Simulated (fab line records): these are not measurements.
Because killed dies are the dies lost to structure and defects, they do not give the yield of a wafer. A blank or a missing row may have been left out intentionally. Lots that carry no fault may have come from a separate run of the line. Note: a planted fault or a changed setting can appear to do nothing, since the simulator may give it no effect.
Which tool was responsible? -- flow sky130 -- 14 lots with 42 wafers sampled at 3 steps, on a route of 708 steps

## WHAT EACH GAUGE READ, for each wafer
SKY_LDD_P_CD_MEAS_07: target cd 380 nm.
lot,measured,on,cdNm (nm)
L840,day 19 12:16,cdSem-01,380.4 381.4 383.2
L842,day 20 01:17,cdSem-01,383.1 383.0 384.2
L843,day 20 16:25,cdSem-01,379.5 376.9 377.5
L844,day 21 01:05,cdSem-01,380.2 383.0 379.3
L845,day 21 06:20,cdSem-01,381.4 380.5 382.4
L846,day 21 21:08,cdSem-01,377.4 378.5 377.0
L847,day 22 05:09,cdSem-01,379.0 380.9 380.3
L848,day 22 13:26,cdSem-01,377.0 378.5 379.6
L849,day 22 22:55,cdSem-01,380.1 381.3 377.1
L854,day 24 13:26,cdSem-01,381.2 383.5 381.6
L856,day 25 04:36,cdSem-02,377.1 378.9 379.9
L857,day 25 20:44,cdSem-02,377.1 379.1 379.0
L861,day 27 11:08,cdSem-01,372.9 376.4 375.1
L862,day 28 04:58,cdSem-01,379.3 378.6 376.4

SKY_LDD_LDN_OVL_MEAS_07.
lot,measured,on,LDD_LDN_OVL (nm)
L840,day 23 08:56,overlay-01,2.9 1.6 2.1
L842,day 23 19:32,overlay-01,0.5 1.4 1.0
L843,day 24 11:02,overlay-01,-0.2 -1.0 0.9
L844,day 24 19:28,overlay-02,1.7 0.6 -1.4
L845,day 25 00:02,overlay-01,2.0 2.0 0.7
L846,day 25 14:11,overlay-02,0.7 0.5 1.0
L847,day 25 22:39,overlay-01,2.6 2.0 1.6
L848,day 26 05:56,overlay-01,2.3 1.2 0.5
L849,day 26 14:26,overlay-01,2.4 0.1 2.2
L854,day 28 04:02,overlay-01,0.0 1.4 3.0
L856,day 28 19:20,overlay-02,0.7 1.8 3.8
L857,day 29 10:47,overlay-01,0.2 -0.4 -1.1
L861,day 30 21:47,overlay-01,1.8 1.1 1.2
L862,day 31 17:08,overlay-02,3.4 2.2 3.1

## TOOL THAT RAN EACH LOT (tool first, then ch and the chambers of the sampled wafers, then the start)
lot,SKY_LDD_LDN_PEB_05
L840,"lithoTrack-03 ch 0, day 23 08:39"
L842,"lithoTrack-02 ch 0, day 23 19:14"
L843,"lithoTrack-02 ch 0, day 24 10:47"
L844,"lithoTrack-04 ch 0, day 24 19:13"
L845,"lithoTrack-03 ch 0, day 24 23:44"
L846,"lithoTrack-03 ch 0, day 25 13:53"
L847,"lithoTrack-04 ch 0, day 25 22:22"
L848,"lithoTrack-04 ch 0, day 26 05:38"
L849,"lithoTrack-02 ch 0, day 26 14:09"
L854,"lithoTrack-04 ch 0, day 28 03:44"
L856,"lithoTrack-02, day 28 19:03"
L857,"lithoTrack-04, day 29 10:29"
L861,"lithoTrack-02 ch 0, day 30 21:29"
L862,"lithoTrack-03 ch 0, day 31 16:53"
- SKY_LDD_LDN_PEB_05

## AS READ BY THE TOOLS THEMSELVES (means over the sampled wafers that have a number; for cases with no such wafer, the mark the record gives instead)
SKY_LDD_LDN_PEB_05.
lot,tool,exhaustPa (Pa)
L840,lithoTrack-03,45.3
L842,lithoTrack-02,44.6
L843,lithoTrack-02,44.6
L844,lithoTrack-04,45.2
L845,lithoTrack-03,45.7
L846,lithoTrack-03,45.9
L847,lithoTrack-04,45.0
L848,lithoTrack-04,46.6
L849,lithoTrack-02,44.5
L854,lithoTrack-04,44.6
L856,lithoTrack-02,-
L857,lithoTrack-04,-
L861,lithoTrack-02,44.7
L862,lithoTrack-03,45.8

## THE ANSWER, worked out from the rows above alone
Rule: the lots themselves supply what counts as usual. Put in order of their means at a reading, lots are off if they are a third of the lots or fewer, leave a main group of 4 or more, and stand apart from it by a gap of 3 or more times the standard deviation of the main group's means; of several such gaps the widest counts. The tables above print the reading to a certain number of digits; a main group whose means all agree to those digits is not used. A lot without any number at a reading at which 4 lots or more have one is off too. The other lots that the step has rows for count as sound. The gauges are gone through in route order, then the tools' own readings, and for those a lot's mean is taken as printed above. At the first step where some lot is off, the reading lying furthest off is the one used; lots without a number count as furthest.
Off: L856, L857 (SKY_LDD_LDN_PEB_05, exhaustPa). Without a number there: L856, L857. For the main group the mean is 45.2 Pa and the standard deviation 0.64.
A tool fits if, at that step or a process step before it, it ran every lot that is off, and no sound lot after the first of them. Of those tried, none fits.

## WHAT THE SIMULATOR HAD INSERTED
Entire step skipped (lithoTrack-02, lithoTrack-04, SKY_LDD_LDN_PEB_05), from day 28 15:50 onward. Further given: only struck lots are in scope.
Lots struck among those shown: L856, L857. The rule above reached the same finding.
